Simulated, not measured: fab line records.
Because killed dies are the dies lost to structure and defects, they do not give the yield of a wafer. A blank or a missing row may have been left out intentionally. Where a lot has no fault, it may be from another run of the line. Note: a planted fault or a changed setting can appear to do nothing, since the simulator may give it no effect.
Matching of chambers    flow sky130    SKY_LI_CONTACT_ETCH_15 on rieDiel-02: 4 sister chambers
The step etches PSG in C4F8/O2/Ar, stops on Si, target depth 600 nm. 4 wafers are shown with their chamber, then 8 later ones without.

== WAFERS PAIRED WITH THEIR CHAMBERS ==
wafer   chamber  oesProductAu (a.u.)
L611.4  3        0.837
L615.1  0        0.836
L615.2  2        0.840
L621.1  1        0.841

== WAFERS WHOSE CHAMBER IS MISSING ==
wafer   oesProductAu (a.u.)
L621.4  0.839
L621.5  0.840
L627.1  0.838
L627.2  0.843
L627.5  0.832
L629.1  0.845
L629.4  0.840
L629.6  0.835

== CHAMBER TAKEN BY EACH ==
wafer   from the rows above                in truth
L621.4  can't be placed: 2 or 1 or 3 or 0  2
L621.5  can't be placed: 2 or 1 or 3 or 0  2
L627.1  can't be placed: 3 or 0 or 2 or 1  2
L627.2  can't be placed: 1 or 2 or 3       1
L627.5  can't be placed: 0 or 3 or 2       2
L629.1  can't be placed: 1 or 2 or 3       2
L629.4  can't be placed: 2 or 1 or 3 or 0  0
L629.6  can't be placed: 0 or 3 or 2       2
Placed correctly: 0 of 8. These rows do not allow placing 8 (true chamber among the candidates in 8). Placed wrongly: 0.
How it was worked out, from the rows above alone: a wafer's distance from a chamber is the root of the sum, over the readings, of the square of ((its reading less the chamber's mean) divided by the reading's scatter). If the next closest chamber is less than 2 further off than the closest, the wafer can't be placed; otherwise it belongs to the closest. A chamber's mean is the mean of its shown wafers. The scatter (one wafer shown for each chamber): square how far every hidden wafer sits from the nearest shown wafer, average those squares and take the square root.
